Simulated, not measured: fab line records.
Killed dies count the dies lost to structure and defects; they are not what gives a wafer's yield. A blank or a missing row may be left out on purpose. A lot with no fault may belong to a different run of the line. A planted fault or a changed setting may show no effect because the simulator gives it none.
fab line records -- flow sky130
record: lots: 4, wafers: 12, lastDay: 50
route steps=708 shown LI_CONTACT@376 LOCAL_INTERCONNECT@387 PAD_OPEN@708
lots that met no fault: from a run of the same line without faults
startH: hours from the record's first day to the start of the lot's first wafer shown -- waitH: hours from the lot's prior step to this one -- " identical to the entry in the row above -- L1.1+2: a row that stands for several wafers -- - no value, or no start was given -- * or withheld: withheld -- < > ~ a bound
route shown NAME@n: NAME is a module with steps in the file, n the number in the route of the first one -- usual: mean and standard deviation over wafers with no fault -- same: alike in all rows -- chamber/n: place in a boat -- sites: the reading at each site -- _std_site: the standard deviation of these -- _edge_site: mean of outer sites minus mean of inner sites -- radiusMm: for every site, how far away it sits from the centre of the wafer -- mask NAME#n: copy n -- behind: the most recent tool/chamber to have shaped the wafer -- hold: reason for holding the lot/hours on hold/outcome of the hold -- device: names the non-switching transistor (n, p or np) -- end of line: the route-end tests of the same wafers -- a step with no rows: only its recipe -- killed: dies lost to structure and defects at the first sort, not the wafer's yield -- map: dies across one wafer; x = killed, . = not, _ = none there
set.NAME: setting as actually run; set.NAME@STEP: the setting as run at that earlier step -- model.NAME: the simulator's own value behind a step, which no gauge read
lots at selected steps of the route; one table per step, one row per wafer
services: the hour from which a tool's chamber was out of use, counted from the record's first day as startH (under 0 if before that day), plus the number of hours and why
== steps ==
step: SKY_LI_CONTACT_ETCH_14
recipe: chemistry: N2/H2, target: BARC, ionEnergyEv: 200, sourceW: 500, biasW: 100, pressureMtorr: 30, n2FlowSccm: 100, h2FlowSccm: 200, stopOn: SiO2, timeS: 45.9, targetDepthA: 600
step: SKY_LI_CONTACT_ETCH_15
recipe: target: PSG, chemistry: C4F8/O2/Ar, stopOn: Si, taperDeg: 4.15, maskMaterial: KrF-thick, sourceW: 1500, biasW: 1200, pressureMtorr: 40, c4f8FlowSccm: withheld, O2_flow_sccm: 6, Ar_flow_sccm: 300, timeS: withheld, targetDepthA: 6000
step: SKY_LI_CONTACT_STRIP_16
recipe: chemistry: O2/N2, powerW: 1400, pressureMtorr: 1500, platenTempC: withheld, o2FlowSccm: 3000, n2FlowSccm: 300, overashFraction: 0.5
step: SKY_LI_CONTACT_CLEAN_17
recipe: chemistry: NMP, timeS: 600, tempC: 60, dry: n2Spin
step: SKY_LI_CONTACT_PRE_CLEAN_18
recipe: gas: Ar, timeS: 5.6, biasV: 358
step: SKY_LI_CONTACT_SPUTTER_19
recipe: material: Ti, targetThkNm: 20, chamberPressurePa: 5, powerW: 2500, substrateTempC: 200, timeS: 106.37
step: SKY_LI_CONTACT_SPUTTER_20
recipe: material: TiN, targetThkNm: 20, chamberPressurePa: 5, powerW: 4000, timeS: 80
step: SKY_LI_CONTACT_CVD_21
recipe: material: W, targetThkNm: 400, timeS: 120.56, tempC: 400, pressureTorr: 40
step: SKY_LI_CONTACT_CMP_24
recipe: stopOn: PSG, tOverpolishS: 20, downForcePsi: 3.5, platenRpm: 60, targetThkNm: 0, padVelocityMS: 0.94248
step: SKY_LOCAL_INTERCONNECT_SPUTTER_00
recipe: material: TiN, targetThkNm: 100, tempC: 300, powerW: 6500, timeS: 83.3, chamberPressurePa: 0.4
usual: throttleValvePct: 29.9/1.6
lot.wafer,tool,chamber,startH,waitH,throttleValvePct,model.TiN_of_LOCAL_INTERCONNECT_SPUTTER_00.thkNm
L713.2,pvdSputter-04,-,740.85,0.1,31.8,101.3
L713.5,pvdSputter-04,-,740.85,0.1,30.4,101.3
L713.6,pvdSputter-04,-,740.85,0.1,31.6,100.6
L717.1,pvdSputter-04,-,781.19,0.2,30.5,91.87
L717.2,pvdSputter-04,-,781.19,0.2,30.4,92.71
L717.6,pvdSputter-04,-,781.19,0.2,31.4,102.3
L718.1,pvdSputter-04,-,787.33,0.1,31.6,90.76
L718.2,pvdSputter-04,-,787.33,0.1,30.9,90.42
L718.3,pvdSputter-04,-,787.33,0.1,28.7,89.85
L725.2,pvdSputter-02,-,832.66,0.1,33.0,101.2
L725.4,pvdSputter-02,-,832.66,0.1,27.2,101.2
L725.6,pvdSputter-02,-,832.66,0.1,28.8,100.5
step: SKY_LOCAL_INTERCONNECT_RS_MEAS_01
recipe: thkMeasGauge: four-point-probe, reads: TiN_of_LOCAL_INTERCONNECT_SPUTTER_00
usual: LOCAL_INTERCONNECT_TIN_RS: 14.10/0.12
lot.wafer,tool,chamber,startH,waitH,hold,LOCAL_INTERCONNECT_TIN_RS[ohm/sq]
L713.2,filmMetro-04,-,740.94,0.1,-,13.94
L713.5,filmMetro-04,-,740.94,0.1,-,13.93
L713.6,filmMetro-04,-,740.94,0.1,-,14.04
L717.1,filmMetro-04,-,781.25,0.0,awaitDispo/0.2h/release,15.44
L717.2,filmMetro-04,-,781.25,0.0,awaitDispo/0.2h/release,15.27
L717.6,filmMetro-04,-,781.25,0.0,awaitDispo/0.2h/release,13.78
L717.1,filmMetro-04,-,781.54,0.3,-,15.46
L717.2,filmMetro-04,-,781.54,0.3,-,15.29
L717.6,filmMetro-04,-,781.54,0.3,-,13.84
L718.1,filmMetro-04,-,787.39,0.0,awaitDispo/0.2h/release,15.63
L718.2,filmMetro-04,-,787.39,0.0,awaitDispo/0.2h/release,15.71
L718.3,filmMetro-04,-,787.39,0.0,awaitDispo/0.2h/release,15.81
L718.1,filmMetro-04,-,787.78,0.4,-,15.66
L718.2,filmMetro-04,-,787.78,0.4,-,15.75
L718.3,filmMetro-04,-,787.78,0.4,-,15.79
L725.2,filmMetro-04,-,832.74,0.1,-,13.93
L725.4,filmMetro-04,-,832.74,0.1,-,13.95
L725.6,filmMetro-04,-,832.74,0.1,-,14.08
step: SKY_LOCAL_INTERCONNECT_THK_MEAS_02
recipe: thkMeasGauge: xrf, reads: TiN_of_LOCAL_INTERCONNECT_SPUTTER_00
usual: LOCAL_INTERCONNECT_TIN_THK: 101.4/0.93
lot.wafer,tool,chamber,startH,waitH,hold,LOCAL_INTERCONNECT_TIN_THK[nm]
L713.2,filmMetro-04,-,741.05,0.1,-,102.1
L713.5,filmMetro-04,-,741.05,0.1,-,102.1
L713.6,filmMetro-04,-,741.05,0.1,-,101.8
L717.1,filmMetro-04,-,784.28,2.7,awaitDispo/0.2h/release,92.7
L717.2,filmMetro-04,-,784.28,2.7,awaitDispo/0.2h/release,93.7
L717.6,filmMetro-04,-,784.28,2.7,awaitDispo/0.2h/release,103.4
L717.1,filmMetro-04,-,784.51,0.2,-,92.6
L717.2,filmMetro-04,-,784.51,0.2,-,93.8
L717.6,filmMetro-04,-,784.51,0.2,-,103.2
L718.1,filmMetro-04,-,791.78,4.0,awaitDispo/0.2h/release,91.7
L718.2,filmMetro-04,-,791.78,4.0,awaitDispo/0.2h/release,91.8
L718.3,filmMetro-04,-,791.78,4.0,awaitDispo/0.2h/release,90.8
L718.1,filmMetro-04,-,792.00,0.2,-,90.9
L718.2,filmMetro-04,-,792.00,0.2,-,91.1
L718.3,filmMetro-04,-,792.00,0.2,-,90.8
L725.2,filmMetro-04,-,832.85,0.1,-,102.3
L725.4,filmMetro-04,-,832.85,0.1,-,102.2
L725.6,filmMetro-04,-,832.85,0.1,-,101.7
step: SKY_LOCAL_INTERCONNECT_HMDS_04
recipe: primeTimeS: 60, primeTempC: 120
step: SKY_LOCAL_INTERCONNECT_COAT_05
recipe: resist: BARC, tempC: withheld, timeS: withheld, spinRpm: 3000, resistThkNm: 60
step: SKY_LOCAL_INTERCONNECT_COAT_06
recipe: resist: KrF-thick, spinRpm: 3000, resistThkNm: 450
step: SKY_LOCAL_INTERCONNECT_SOFTBAKE_07
recipe: tempC: 100, timeS: 90, resist: KrF-thick
step: SKY_LOCAL_INTERCONNECT_EXPOSE_08
recipe: maskId: LI1M, na: 0.8, sourceShape: annular, sigmaInner: 0.55, sigmaOuter: 0.85, targetCdNm: 170, doseMj: 28
step: SKY_LOCAL_INTERCONNECT_PEB_09
recipe: pebTempC: withheld, pebTimeS: withheld, resist: KrF-thick
step: SKY_LOCAL_INTERCONNECT_DEVELOP_10
recipe: developTimeS: 60, resist: KrF-thick, devTempC: 21
step: SKY_LOCAL_INTERCONNECT_ETCH_13
recipe: chemistry: N2/H2, target: BARC, ionEnergyEv: 200, biasW: 100, pressureMtorr: 30, n2FlowSccm: 100, h2FlowSccm: 200, icpW: 500, stopOn: SiO2, timeS: 45.9, targetDepthA: 600
step: SKY_LOCAL_INTERCONNECT_METAL_ETCH_14
recipe: targetDepthNm: 110, stopOn: PSG, chemistry: Cl2/BCl3, target: TiN, resistSidewallDeg: 88, pressureMtorr: 10, icpW: 900, biasW: 48.5, Cl2_flow_sccm: 60, bcl3FlowSccm: 30, timeS: 31.4
usual: biasW: 48.53/0.13, drypumpMotorCurrentA: 5.85/0.17, oesProductAu: 0.943/0.0064, throttleValvePct: 21.900/0.0092
lot.wafer,tool,chamber,startH,waitH,biasW,drypumpMotorCurrentA,oesProductAu,rfHoursCounterH,throttleValvePct
L713.2,rieMetal-01,1,769.62,0.0,48.18,6.02,0.949,12,21.896
L713.5,rieMetal-01,1,769.62,0.0,48.44,6.04,0.956,-,21.883
L713.6,rieMetal-01,0,769.62,0.0,48.56,5.77,0.949,-,21.895
L717.1,rieMetal-01,0,808.81,0.0,48.40,5.78,0.893,7,21.924
L717.2,rieMetal-01,1,808.81,0.0,48.57,6.05,0.894,13,21.908
L717.6,rieMetal-01,0,808.81,0.0,48.52,5.77,0.960,-,21.889
L718.1,rieMetal-02,0,813.57,0.0,48.60,5.89,0.889,2,21.927
L718.2,rieMetal-02,1,813.57,0.0,48.40,6.10,0.889,10,21.938
L718.3,rieMetal-02,1,813.57,0.0,48.73,6.10,0.889,-,21.933
L725.2,rieMetal-02,0,859.41,0.0,48.55,5.91,0.951,4,21.896
L725.4,rieMetal-02,0,859.41,0.0,48.77,5.90,0.947,-,21.906
L725.6,rieMetal-02,1,859.41,0.0,48.51,6.07,0.938,-,21.905
step: SKY_LOCAL_INTERCONNECT_STRIP_15
recipe: chemistry: O2/N2, powerW: 1400, pressureMtorr: 1500, platenTempC: withheld, o2FlowSccm: 3000, n2FlowSccm: 300, overashFraction: 0.5
step: SKY_LOCAL_INTERCONNECT_STRIP_16
recipe: chemistry: postEtchResidueRemover, timeS: 1200, tempC: 72.5
lot.wafer,tool,chamber,startH,waitH,model.TiN_of_LOCAL_INTERCONNECT_SPUTTER_00.thkNm
L713.2+5,wetBench-04,3,769.78,0.1,100.9
L713.6,wetBench-04,3,769.78,0.1,100.2
L717.1,wetBench-04,2,808.96,0.1,91.45
L717.2,wetBench-04,2,808.96,0.1,92.29
L717.6,wetBench-04,2,808.96,0.1,101.8
L718.1,wetBench-02,3,813.73,0.1,90.35
L718.2,wetBench-02,3,813.73,0.1,90.01
L718.3,wetBench-02,3,813.73,0.1,89.44
L725.2+4,wetBench-02,2,859.56,0.1,100.8
L725.6,wetBench-02,2,859.56,0.1,100.1
step: SKY_LOCAL_INTERCONNECT_CLEAN_17
recipe: chemistry: IPA, timeS: 180, tempC: 25
step: SKY_PAD_OPEN_PROBE_99
usual: killed_at_M0_to_M3: 43/6.9, killed_at_M4_up: 3.2/1.6, killedAtContacts: 25/5.1, killedAtFrontEnd: 16/4.5, killedDies: 87/8.9, killedOpen: 48/6.9, killedShort: 39/6.3
same: grossDies: 492, killedAtBackSide: 0, killedAtOther: 0
lot.wafer,tool,chamber,startH,waitH,killed_at_M0_to_M3,killed_at_M4_up,killedAtContacts,killedAtFrontEnd,killedDies,killedOpen,killedShort,model.etest.resLi.lineOhmUm,model.etest.resLi.rsOhmSq
L713.2,prober-02,-,1131.62,0.1,39,1,24,19,83,43,40,75.29,12.64
L713.5,prober-02,-,1131.77,0.2,48,4,23,11,86,43,43,73.31,12.72
L713.6,prober-02,-,1131.82,0.2,47,5,31,21,104,59,45,74.6,12.75
L717.1,prober-02,-,1159.14,0.1,40,1,18,17,76,53,23,81.57,13.94
L717.2,prober-02,-,1159.19,0.1,43,4,23,13,83,45,38,81.31,13.82
L717.6,prober-02,-,1159.39,0.2,44,1,33,13,91,52,37,72.99,12.55
L718.1,prober-01,-,1164.83,0.1,35,2,20,12,69,34,35,82.61,14.16
L718.2,prober-01,-,1164.88,0.1,32,3,27,11,73,43,30,82.83,14.24
L718.3,prober-01,-,1164.93,0.2,36,4,21,8,69,37,32,83.55,14.13
L725.2,prober-02,-,1196.02,0.1,38,5,23,10,76,43,33,76.1,12.76
L725.4,prober-02,-,1196.12,0.2,34,5,27,17,83,48,35,74.72,12.7
L725.6,prober-02,-,1196.22,0.2,50,4,25,13,92,53,39,76.54,12.74
killed by level:class
L713.2 CONTACT:geometricParticle:open=9 VIA1:geometricParticle:open=9 POLY_GATE:geometricParticle:short=8 METAL2:geometricParticle:short=8 VIA2:geometricParticle:open=7 VIA3:geometricParticle:open=7 CONTACT:geometricParticle:short=6 FIELD_ISO:geometricParticle:short=4
L713.5 VIA1:geometricParticle:open=13 METAL2:geometricParticle:short=9 CONTACT:geometricParticle:open=8 VIA1:geometricParticle:short=6 LI_CONTACT:geometricParticle:open=5 VIA2:geometricParticle:open=5 CONTACT:geometricParticle:short=4 VIA3:geometricParticle:open=4
L713.6 CONTACT:geometricParticle:open=13 VIA1:geometricParticle:open=12 VIA3:geometricParticle:open=8 VIA2:geometricParticle:open=7 LI_CONTACT:geometricParticle:open=7 POLY_GATE:geometricParticle:open=6 CONTACT:geometricParticle:short=6 VIA1:geometricParticle:short=6
L717.1 CONTACT:geometricParticle:open=11 VIA1:geometricParticle:open=9 VIA2:geometricParticle:open=9 VIA1:geometricParticle:short=6 FIELD_ISO:geometricParticle:open=5 METAL2:geometricParticle:short=5 FIELD_ISO:geometricParticle:short=4 LI_CONTACT:geometricParticle:open=4
L717.2 VIA1:geometricParticle:open=13 CONTACT:geometricParticle:open=8 LI_CONTACT:geometricParticle:open=6 LOCAL_INTERCONNECT:geometricParticle:short=5 VIA2:geometricParticle:open=5 VIA3:geometricParticle:short=4 VIA1:geometricParticle:short=4 METAL2:geometricParticle:short=4
L717.6 LI_CONTACT:geometricParticle:open=11 CONTACT:geometricParticle:open=9 VIA1:geometricParticle:open=8 CONTACT:geometricParticle:short=7 VIA1:geometricParticle:short=7 METAL1:geometricParticle:short=5 VIA2:geometricParticle:open=5 METAL2:geometricParticle:open=4
L718.1 VIA1:geometricParticle:open=9 CONTACT:geometricParticle:open=5 METAL2:geometricParticle:short=5 POLY_GATE:geometricParticle:short=4 LI_CONTACT:geometricParticle:short=4 LI_CONTACT:geometricParticle:open=4 CONTACT:geometricParticle:short=4 METAL1:geometricParticle:short=4
L718.2 LI_CONTACT:geometricParticle:open=10 VIA2:geometricParticle:open=10 CONTACT:geometricParticle:open=8 METAL2:geometricParticle:short=6 POLY_GATE:geometricParticle:open=5 LOCAL_INTERCONNECT:geometricParticle:short=4 METAL1:geometricParticle:short=4 VIA3:geometricParticle:open=4
L718.3 VIA2:geometricParticle:open=9 VIA3:geometricParticle:open=9 LI_CONTACT:geometricParticle:short=8 LI_CONTACT:geometricParticle:open=7 METAL4:geometricParticle:short=4 CONTACT:geometricParticle:open=3 METAL1:geometricParticle:short=3 VIA1:geometricParticle:short=3
L725.2 CONTACT:geometricParticle:open=10 VIA1:geometricParticle:open=7 VIA2:geometricParticle:open=7 METAL1:geometricParticle:short=6 VIA3:geometricParticle:open=6 POLY_GATE:geometricParticle:short=5 LI_CONTACT:geometricParticle:open=5 LOCAL_INTERCONNECT:geometricParticle:short=3
L725.4 CONTACT:geometricParticle:open=12 VIA1:geometricParticle:open=12 LI_CONTACT:geometricParticle:open=7 LOCAL_INTERCONNECT:geometricParticle:short=5 POLY_GATE:geometricParticle:short=4 SPACER:geometricParticle:short=4 METAL3:geometricParticle:short=4 VIA1:geometricParticle:short=3
L725.6 VIA1:geometricParticle:open=14 VIA2:geometricParticle:open=8 CONTACT:geometricParticle:open=7 CONTACT:geometricParticle:short=7 LI_CONTACT:geometricParticle:open=6 METAL3:geometricParticle:short=6 FIELD_ISO:geometricParticle:short=5 POLY_GATE:geometricParticle:open=5
== services ==
tool,chamber,startH,hours,kind
rieMetal-02,0,721.07,-,clean
rieMetal-02,0,721.07,19.5,scheduledDown
rieMetal-02,0,721.07,19.5,ventCycle
rieMetal-01,-,829.61,0.4,repair
== key ==
firstSign: step: SKY_LOCAL_INTERCONNECT_RS_MEAS_01, reading: visit, direction: added
effect: step: SKY_LOCAL_INTERCONNECT_RS_MEAS_01, reading: LOCAL_INTERCONNECT_TIN_RS, direction: up, sigmas: 12, usual: 14.10, struck: 15.57
effect: step: SKY_LOCAL_INTERCONNECT_THK_MEAS_02, reading: visit, direction: added
effect: step: SKY_LOCAL_INTERCONNECT_THK_MEAS_02, reading: LOCAL_INTERCONNECT_TIN_THK, direction: down, sigmas: 10, usual: 101.4, struck: 92.2
effect: step: SKY_LOCAL_INTERCONNECT_METAL_ETCH_14, reading: oesProductAu, direction: down, sigmas: 8.1, usual: 0.943, struck: 0.891
modelEffect: step: SKY_LOCAL_INTERCONNECT_SPUTTER_00, value: TiN_of_LOCAL_INTERCONNECT_SPUTTER_00.thkNm, without: 100.4, struck: 91.12
modelEffect: step: SKY_LOCAL_INTERCONNECT_STRIP_16, value: TiN_of_LOCAL_INTERCONNECT_SPUTTER_00.thkNm, without: 99.95, struck: 90.71
modelEffect: step: SKY_PAD_OPEN_PROBE_99, value: etest.resLi.lineOhmUm, without: 74.77, struck: 82.37
metAt SKY_LOCAL_INTERCONNECT_SPUTTER_00
struckWafers L717.1,L717.2,L718.1,L718.2,L718.3
testerLeftOut L717,L718
onsetBetween 740.85 781.19
fault: kind: processParameterDrift, tool: pvdSputter-04, chamber: -, onsetH: 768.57, steps: SKY_LOCAL_INTERCONNECT_SPUTTER_00, channel: timeS, offset: *, shape: step, endH: 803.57, scope: struckWafersOnly, actsIn: *, stated: *
testerLeftOut: of these lots the tester's yield and bins aren't shown, on N5 and GAA mostly nor the transistor test; their killed dies are dies lost to structure and defects alone, not to doping, threshold or leakage, so they don't give the yield
